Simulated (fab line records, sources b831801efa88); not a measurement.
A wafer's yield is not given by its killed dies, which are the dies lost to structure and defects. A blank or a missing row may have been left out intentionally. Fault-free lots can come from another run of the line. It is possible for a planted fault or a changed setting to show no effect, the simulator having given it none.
A struck lot beside a sound one / flow sky130 / 18 out of 708 route steps
Sound: the wafers L702.1, L702.3, L702.6. Struck: wafer L714.4 (L714.1, L714.3, from the same lot, were not struck and are left out); the cause is given at the end.
For every step that has rows: the tool of each side, followed by ch and its chambers, followed by its first start. Under that, the readings that differ: sound wafers / struck wafers / difference of the means / sigmas: that difference in standard deviations of wafers without a fault.
alike: readings with means less than 2 such deviations apart, plus words and numbers identical on both sides. not compared: withheld readings, readings lacking a value on some wafer, bounds such as >300 that could conceal the same value, and numbers that have no deviation in the record and whose values overlap.
A row with sigmas, a row that says differs or no value, or rows on one side alone: a step with any of these is where the two part. Numbers that don't overlap but have no deviation are shown without sigmas and don't part them. A reading missing from all wafers of one side parts the sides only when that side holds two or more wafers.

first, 2 steps without rows for these wafers: SKY_CONTACT_PEB_12; SKY_CONTACT_DEVELOP_13 (develop time 60 s).
SKY_CONTACT_CD_MEAS_14: target cd 170 nm.
  sound: cd-sem-02 at day 33 12:14; struck: cd-sem-02 at day 37 10:38
  alike: cd-nm
SKY_CONTACT_OVL_MEAS_15:
  sound: overlay-02 at day 33 12:22; struck: overlay-01 at day 37 10:46
  alike: CONTACT_OVL
SKY_CONTACT_ETCH_16: etches BARC in N2/H2, stops on SiO2, time 45.9 s, target depth 60 nm.
  sound on rie-diel-02 ch 1,3, day 33 12:24; struck on rie-diel-02 ch 0, day 37 10:48
  alike: drypump-motor-current-A, oes-product-au, throttle-valve-pct
  not compared: rf-hours-counter-h
SKY_CONTACT_ETCH_17: etches SiO2 in C4F8/O2/Ar, stops on Si3N4, target depth 340 nm.
  sound on rie-diel-02 ch 1,3, day 33 12:26; struck on rie-diel-02 ch 0, day 37 10:50
  alike: oes-product-au
SKY_CONTACT_ETCH_18: etches Si3N4 in CHF3/O2, stops on TiN, time 39 s, target depth 75 nm.
  sound: rie-diel-02 ch 1,3; struck: rie-diel-02 ch 0
  alike: O2_flow_sccm, drypump-motor-current-A, oes-product-au, throttle-valve-pct
  not compared: rf-hours-counter-h
SKY_CONTACT_STRIP_19: strips in O2/N2.
  sound on plasma-asher-02 ch 0, day 33 12:32; struck on plasma-asher-03 ch 1, day 37 10:56
reading=oes-product-au (a.u.); sound=0.388 0.378 0.391; struck=0.372; difference=-0.014; sigmas=-3
  alike: drypump-motor-current-A, strip-time-to-endpoint-s
  not compared: rf-hours-counter-h
then, 3 steps without rows for these wafers: SKY_CONTACT_STRIP_20 (strips in post etch residue remover, time 1200 s); SKY_CONTACT_CLEAN_21 (cleans in IPA, time 180 s); SKY_CONTACT_CLEAN_22 (cleans in O3/DIW).
SKY_CONTACT_SPUTTER_23: material TiN, target thk 20 nm, time 80 s.
  sound: pvd-sputter-03 at day 33 13:07; struck: pvd-sputter-02 at day 37 11:34
  alike: throttle-valve-pct
SKY_CONTACT_CVD_24: deposits W, target thk 340 nm, time 102.12 s.
  sound on cvd-w-01 ch 1, day 33 13:11; struck on cvd-w-02 ch 1, day 37 11:37
reading=heater-power-w (W); sound=962 959 961; struck=820; difference=-141; sigmas=-2
reading=model.W_of_CONTACT_CVD_24.thk-nm (nm); sound=340.9 336.8 344; struck=537.3; difference=+196.7; sigmas=
SKY_CONTACT_RS_MEAS_25: the measuring method here is four-point-probe.
  sound: film-metro-02 at day 33 13:17; struck: film-metro-01 at day 37 12:01
reading=CONTACT_W_RS (ohm/sq); sound=0.337 0.341 0.333; struck=0.212; difference=-0.125; sigmas=-40
  not compared: hold
SKY_CONTACT_THK_MEAS_26: measures by xrf.
  sound: film-metro-02 at day 33 13:25; struck: film-metro-01 at day 37 16:27
reading=CONTACT_W_THK (nm); sound=329 325 332; struck=505; difference=+176; sigmas=+50
  not compared: hold
SKY_CONTACT_CMP_27: polishes, stops on SiO2, t overpolish 15 s, target thk 0 nm.
  sound on cmp-01 ch 2,3, day 33 13:28; struck on cmp-02 ch 0, day 38 00:17
reading=hold; sound=- - -; struck=await-dispo/7.8h/release; difference=no value on the sound wafers; sigmas=
reading=time-to-endpoint-s (s); sound=78 80 78; struck=133; difference=+54; sigmas=+14
  alike: edge-zone-pressure-frac, motor-current-A, slurry-filter-dp-kPa
then, 1 step without rows for these wafers: SKY_METAL1_SPUTTER_00 (material Ti, target thk 15 nm, time 10 s).
-- the record jumps here: 12 days lie between the struck wafers' starts before and after (it left off in module METAL1 and takes up again in module PAD_OPEN, whose first step shown is number 708 of the route) --
SKY_PAD_OPEN_PROBE_99:
  sound: prober-01 at day 47 04:13; struck: prober-01 at day 50 02:42
reading=killed_at_M0_to_M3; sound=47 54 51; struck=32; difference=-19; sigmas=-3
reading=killed-at-contacts; sound=28 32 31; struck=18; difference=-12; sigmas=-2
reading=killed-dies; sound=88 109 96; struck=62; difference=-36; sigmas=-4
reading=killed-open; sound=49 70 49; struck=34; difference=-22; sigmas=-3
reading=killed-short; sound=39 39 47; struck=28; difference=-14; sigmas=-2
  alike: killed_at_M4_up, killed-at-front-end, killed-at-other, killed-on-rim

== WHERE THEY PART ==
Earliest at SKY_CONTACT_STRIP_19; latest, in this record, at SKY_PAD_OPEN_PROBE_99.

WHY: what the simulator had put in
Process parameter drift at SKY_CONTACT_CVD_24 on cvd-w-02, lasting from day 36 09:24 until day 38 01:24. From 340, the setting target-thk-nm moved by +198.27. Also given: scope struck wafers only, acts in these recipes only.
